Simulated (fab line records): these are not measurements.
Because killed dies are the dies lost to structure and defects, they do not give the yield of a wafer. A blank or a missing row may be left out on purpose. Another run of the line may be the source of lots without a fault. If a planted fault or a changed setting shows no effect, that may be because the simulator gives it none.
One fault seen from 2 desks ; flow sky130 ; numbers are kept per desk, each desk with only its own; the story behind them comes last

== DESK OF THE TOOL OWNER: rieMetal-03 ==
The tool's own readings at SKY_METAL1_METAL_ETCH_19 (etches the open film in Cl2/BCl3, stops on SiO2, target depth 360 nm, time 78 s): means of the sampled wafers that have a number, for each lot that ran on this tool. The brackets show how far a lot's mean lies from the usual mean; more than 4 standard deviations puts the lot out of limits, marked OUT.
Columns: A = drypumpMotorCurrentA at SKY_METAL1_METAL_ETCH_19, usual 5.5 A; B = oesProductAu at SKY_METAL1_METAL_ETCH_19, usual 0.852 a.u.; C = throttleValvePct at SKY_METAL1_METAL_ETCH_19, usual 22.263 %
lot;first seen here;A;B;C
L730;day 34 11:43;5.8;0.857;22.266
L734;day 36 11:43;5.7;0.852;22.263
L736;day 36 17:50;5.9;0.855;22.269
L739;day 37 17:14;5.6;0.787 (-11) OUT;22.258
L738;day 37 20:29;5.8;0.811 (-6.6) OUT;22.245
L743;day 38 15:15;5.6;0.832;22.277
Finding of this desk: L738, L739 out of limits; the first was L739 at day 37 17:14, on oesProductAu at SKY_METAL1_METAL_ETCH_19. Within limits: L730, L734, L736, L743.

== METROLOGY DESK ==
What the gauges read for every lot (on any tool): the sampled wafers with a number, averaged. The brackets show how far a lot's mean lies from the usual mean; more than 4 standard deviations puts the lot out of limits, marked OUT.
Columns: A = LOCAL_INTERCONNECT_OVL at SKY_LOCAL_INTERCONNECT_OVL_MEAS_12, usual -6 nm
lot;first seen here;A
L725;day 31 01:09;-3
L730;day 32 01:47;-9
L728;day 32 03:05;-4
L734;day 34 04:01;-9
L736;day 34 09:56;-15
L739;day 35 08:25;-9
L738;day 35 12:15;-1
L743;day 36 08:54;-7
L745;day 36 22:32;-14
L748;day 37 14:24;-5
L747;day 37 16:46;-9
Finding of this desk: none of the 11 lots has anything out of limits.

== BROUGHT TOGETHER ==
An alarm could have come from the tool owner's desk at day 37 17:14, on L738, L739.
From the metrology desk's view, nothing was out of limits.
The metrology desk has L738, L739 on record, within its limits.
SKY_METAL1_METAL_ETCH_19 was run on rieMetal-03 by each of the lots named.

== WHAT THE SIMULATOR HAD INSERTED ==
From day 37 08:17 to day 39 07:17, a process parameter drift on rieMetal-03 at SKY_METAL1_METAL_ETCH_19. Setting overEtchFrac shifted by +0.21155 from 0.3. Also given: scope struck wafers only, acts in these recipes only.
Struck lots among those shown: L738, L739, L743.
Hours from the fault's start to each desk's first reading out of limits: the tool owner's desk, 9.
